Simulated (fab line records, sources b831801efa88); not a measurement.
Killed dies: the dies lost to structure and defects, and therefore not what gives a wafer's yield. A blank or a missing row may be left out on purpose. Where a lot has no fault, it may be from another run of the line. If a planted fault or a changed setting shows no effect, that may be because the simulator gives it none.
Matching of chambers | flow sky130 | SKY_CAPM_CVD_00 on pecvd-03: 3 sister chambers
The step deposits SiO2, target thk 15.5 nm. 3 wafers are shown with their chamber, then 9 later ones without.

WAFERS PAIRED WITH THEIR CHAMBERS
wafer  | chamber | heaterPowerW (W)
L081.3 | 0       | 623
L089.2 | 1       | 734
L089.4 | 2       | 738

WAFERS WITHOUT THEIR CHAMBER
wafer  | heaterPowerW (W)
L090.1 | 746
L090.4 | 745
L090.6 | 703
L095.2 | 684
L095.3 | 761
L095.6 | 746
L097.4 | 700
L097.5 | 741
L097.6 | 777

WHICH CHAMBER EACH ONE RAN IN
wafer  | from the rows above          | in truth
L090.1 | can't be placed: 2 or 1      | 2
L090.4 | can't be placed: 2 or 1      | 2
L090.6 | can't be placed: 1 or 2 or 0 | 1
L095.2 | can't be placed: 1 or 2 or 0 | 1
L095.3 | can't be placed: 2 or 1      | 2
L095.6 | can't be placed: 2 or 1      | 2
L097.4 | can't be placed: 1 or 2 or 0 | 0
L097.5 | can't be placed: 2 or 1      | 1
L097.6 | can't be placed: 2 or 1      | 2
Correct placement for 0 of the 9. These rows do not allow placing 9 (true chamber among the candidates in 9). 0 placed wrongly.
How it was worked out, from the rows above alone: a wafer's distance from a chamber is the root of the sum, over the readings, of the square of ((its reading less the chamber's mean) divided by the reading's scatter). If the next closest chamber is less than 2 further off than the closest, the wafer can't be placed; otherwise it belongs to the closest. For every chamber, the mean is computed from those of its wafers that are shown. The scatter: root of mean squared gap, hidden wafer to nearest shown wafer, with one shown wafer a chamber.
